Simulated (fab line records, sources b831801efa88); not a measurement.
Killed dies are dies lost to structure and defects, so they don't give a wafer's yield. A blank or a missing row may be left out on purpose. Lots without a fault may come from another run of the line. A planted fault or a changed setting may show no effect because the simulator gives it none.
One fault seen from 2 desks | flow gf180mcu | each desk has only its own numbers; what lay behind them comes last

THE TOOL OWNER'S DESK: cvd_w-01
The tool's own readings at GF_V5_CVD_23 (deposits W, target thk 350 nm, time 104.9 s): means of the sampled wafers that have a number, for each lot that ran on this tool. A lot is out of limits, marked OUT, if its mean lies more than 4 standard deviations from the usual mean; the brackets give that distance.
Columns: A = chamber_pressure_Torr at GF_V5_CVD_23, usual 40.02 Torr; B = heater_power_w at GF_V5_CVD_23, usual 860 W
lot  | first seen here | A     | B
L904 | day 28 02:10    | 40.08 | 829
L909 | day 29 17:25    | 40.02 | 948
This desk's finding: nothing out of limits on any of the 2 lots.

THE METROLOGY DESK
What the gauges read, lot by lot, whatever tool the lot ran on: means of the sampled wafers that have a number. A lot is out of limits, marked OUT, if its mean lies more than 4 standard deviations from the usual mean; the brackets give that distance.
Columns: A = cd_nm at GF_V5_CD_MEAS_14, usual 260.2 nm; B = V5_OVL at GF_V5_OVL_MEAS_15, usual 0 nm; C = V5_W_RS at GF_V5_RS_MEAS_24, usual 0.327 ohm/sq
lot  | first seen here | A     | B  | C
L904 | day 28 01:14    | 261.2 | -1 | 0.329
L909 | day 29 16:29    | 261.4 | -6 | 0.324
L916 | day 31 21:26    | 262.8 | 5  | 0.328
L917 | day 32 08:49    | 258.6 | 0  | 0.323
L919 | day 32 13:37    | 258.8 | -8 | 0.322
This desk's finding: nothing out of limits on any of the 5 lots.

PUT TOGETHER
The tool owner's desk saw nothing out of limits.
The metrology desk saw nothing out of limits.

WHAT THE SIMULATOR HAD PUT IN
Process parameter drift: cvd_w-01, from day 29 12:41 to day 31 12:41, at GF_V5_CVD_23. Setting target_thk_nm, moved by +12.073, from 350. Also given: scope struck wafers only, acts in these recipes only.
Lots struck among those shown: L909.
